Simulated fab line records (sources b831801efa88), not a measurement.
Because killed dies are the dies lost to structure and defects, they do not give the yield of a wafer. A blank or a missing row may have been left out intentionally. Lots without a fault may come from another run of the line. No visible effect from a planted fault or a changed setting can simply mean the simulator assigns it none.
Split-lot trial    flow sky130    on a route of 708 steps: 5 lots, 23 wafers read

== ON THE SPLIT ==
At SKY_VT_ADJUST_LVTN_COAT_02 (resist thk 3000 nm), the setting spin rpm was moved away from the recipe's 2000 rpm on 12 of the 23 wafers read, by -5.7% to +5.6%. For the rest of the wafers, this setting stayed at what the recipe calls for.

The split's own step is where the reading is taken.

== THE READING ==
coat_of_VT_ADJUST_LVTN_COAT_02.thk nm (the simulator's own value, which no gauge read), in nm, at SKY_VT_ADJUST_LVTN_COAT_02 (resist thk 3000 nm). There is no usual value for it anywhere in the file. Average 3000 nm, standard deviation 7.1 nm, over the 11 wafers here run with the recipe.

wafer   tool, chamber at the split  spin rpm as run, rpm  against the recipe  coat_of_VT_ADJUST_LVTN_COAT_02.thk nm, nm  against lot-mates on the recipe
L076.2  litho track-03, 0           2111                  +5.6%               2923                                       -78
L076.3  litho track-03, 0           2000                  recipe              3000                                       -
L076.4  litho track-03, 0           2111                  +5.6%               2927                                       -74
L076.5  litho track-03, 0           2000                  recipe              3003                                       -
L076.6  litho track-03, 0           2111                  +5.6%               2915                                       -86
L080.1  litho track-01, 0           2000                  recipe              3001                                       -
L080.3  litho track-01, 0           1886                  -5.7%               3092                                       +92
L080.4  litho track-01, 0           1886                  -5.7%               3099                                       +98
L080.6  litho track-01, 0           1886                  -5.7%               3099                                       +98
L080.5  litho track-01, 0           2000                  recipe              3000                                       -
L081.1  litho track-03, 0           2106                  +5.3%               2939                                       -68
L081.2  litho track-03, 0           2000                  recipe              3005                                       -
L081.3  litho track-03, 0           2106                  +5.3%               2938                                       -70
L081.4  litho track-03, 0           2106                  +5.3%               2932                                       -76
L081.6  litho track-03, 0           2000                  recipe              3010                                       -
L082.1  litho track-04, 0           2000                  recipe              3000                                       -
L082.2  litho track-04, 0           2107                  +5.4%               2924                                       -80
L082.4  litho track-04, 0           2107                  +5.4%               2924                                       -80
L082.5  litho track-04, 0           2107                  +5.4%               2930                                       -74
L082.6  litho track-04, 0           2000                  recipe              3007                                       -
L084.3  litho track-04, 0           2000                  recipe              2994                                       -
L084.5  litho track-04, 0           2000                  recipe              2984                                       -
L084.6  litho track-04, 0           2000                  recipe              2991                                       -

THE FIT
A straight line over all 23 wafers: coat_of_VT_ADJUST_LVTN_COAT_02.thk nm changes by -14.7 nm for each +1% of spin rpm; r = -0.99; the points scatter about the line by 8.4 nm.
The same after taking each lot's own level away (the mean of its wafers on the recipe; 23 wafers): -15.2 nm for each +1%; r = -1.00; scatter 5.4 nm.
Per that fit: largest spin rpm move, reading shift of 86 nm.
From 2989.7 to 3007.5 nm: that is the span of the lots' own levels, equal to 2.5 times the standard deviation above.
So the lot-to-lot level changes the slope little: the two slopes agree.
Check: +89.6 nm against its lot-mates is what the line predicts for one of the wafers moved furthest among these (-5.7%) when that wafer is left out of the fit. It came out at +91.5 nm against them.

== OTHER SPLITS APPLIED TO THESE WAFERS ==
Other splits were also applied to these wafers ahead of the reading. Each is held against what the fit with the lots' levels taken away leaves over:
other split on the same wafers            wafers away from the commonest value  r with coat_of_VT_ADJUST_LVTN_COAT_02.thk nm (lot level and that fit taken away)
SKY_FIELD_ISO_CVD_03 temp c               18                                    +0.12
SKY_FIELD_ISO_EXPOSE_10 dose mj           5                                     +0.00
SKY_FIELD_ISO_ETCH_14 time s              7                                     -0.01
SKY_FIELD_ISO_OXIDATION_22 ox time s      15                                    +0.09
SKY_DNWELL_EXPOSE_04 dose mj              9                                     -0.24
SKY_PWDE_IMPLANT_08 energy kev            5                                     -0.06
SKY_NWELL_IMPLANT_24 energy kev           8                                     -0.10
SKY_VT_ADJUST_HVTP_DEVELOP_06 dev temp c  8                                     -0.01

== THE WHOLE CHAIN: every reading that the file lists as answering this split, in the file's order ==
step                         what it does        reading                                                                                 change (the file's fit)               r (the file's)
SKY_VT_ADJUST_LVTN_COAT_02   resist thk 3000 nm  coat_of_VT_ADJUST_LVTN_COAT_02.thk nm (the simulator's own value, which no gauge read)  -14.9 nm for each +1% of the setting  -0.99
SKY_VT_ADJUST_LVTN_STRIP_09  strips in O2/N2     strip time to endpoint s                                                                withheld for each +1% of the setting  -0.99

== THE FILE'S OWN FIT ==
coat_of_VT_ADJUST_LVTN_COAT_02.thk nm changes by -14.9 nm for each +1% of spin rpm, r = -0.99.
